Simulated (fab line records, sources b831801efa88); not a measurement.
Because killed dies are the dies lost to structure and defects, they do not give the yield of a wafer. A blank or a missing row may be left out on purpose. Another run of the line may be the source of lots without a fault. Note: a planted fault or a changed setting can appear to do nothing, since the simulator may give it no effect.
The tool behind it: which one? / flow sfq line / 14 lots (42 wafers sampled), 1 step of a 325-step route

WHAT EACH GAUGE READ, for each wafer
SFQ_L0V_OVL_MEAS_903. Usual: L0V_OVL gives -1 nm (standard deviation 6.7).
lot=L888; measured=day 4 21:44; on=overlay-01; L0V_OVL (nm)=-6 -9 6; flag=
lot=L889; measured=day 5 00:08; on=overlay-01; L0V_OVL (nm)=-9 -4 -6; flag=
lot=L892; measured=day 5 10:02; on=overlay-01; L0V_OVL (nm)=9 8 7; flag=
lot=L893; measured=day 5 13:44; on=overlay-01; L0V_OVL (nm)=-3 1 0; flag=
lot=L894; measured=day 5 17:19; on=overlay-01; L0V_OVL (nm)=-14 -13 -17; flag=
lot=L896; measured=day 5 23:19; on=overlay-01; L0V_OVL (nm)=-1 1 -4; flag=
lot=L897; measured=day 6 05:19; on=overlay-02; L0V_OVL (nm)=1 2 4; flag=
lot=L898; measured=day 6 08:55; on=overlay-01; L0V_OVL (nm)=-2 -8 -9; flag=
lot=L906; measured=day 8 06:29; on=overlay-01; L0V_OVL (nm)=-4 -11 5; flag=
lot=L907; measured=day 8 08:53; on=overlay-02; L0V_OVL (nm)=-7 -4 1; flag=
lot=L908; measured=day 8 12:29; on=overlay-02; L0V_OVL (nm)=3 6 4; flag=
lot=L909; measured=day 8 22:05; on=overlay-01; L0V_OVL (nm)=-4 -2 1; flag=
lot=L910; measured=day 9 14:28; on=overlay-02; L0V_OVL (nm)=6 7 6; flag=
lot=L911; measured=day 9 18:49; on=overlay-01; L0V_OVL (nm)=-8 -9 -2; flag=

WHICH TOOL RAN EACH LOT (tool, then ch and the chambers of the sampled wafers, then the start)
No process step before these readings appears in the record.

WHAT THE TOOLS THEMSELVES READ (means of the sampled wafers that have a number; where no wafer has one, the mark that the record gives instead)
The record holds no such reading with a usual standard deviation.

THE ANSWER, worked out from the rows above alone
Rule: lot off if the mean of its wafers having a number is beyond 3 standard deviations from the usual mean. A lot without any number at a reading at which 4 lots or more have one is off too. The other lots that the step has rows for count as sound. After the gauges, taken in route order, come the tools' own readings; for these a lot's mean is taken, as printed above. At the first step where some lot is off, the reading lying furthest off is the one used; lots without a number count as furthest.
Across all readings shown, no lot is off: no conclusion can be drawn from this.

WHAT THE SIMULATOR PUT IN
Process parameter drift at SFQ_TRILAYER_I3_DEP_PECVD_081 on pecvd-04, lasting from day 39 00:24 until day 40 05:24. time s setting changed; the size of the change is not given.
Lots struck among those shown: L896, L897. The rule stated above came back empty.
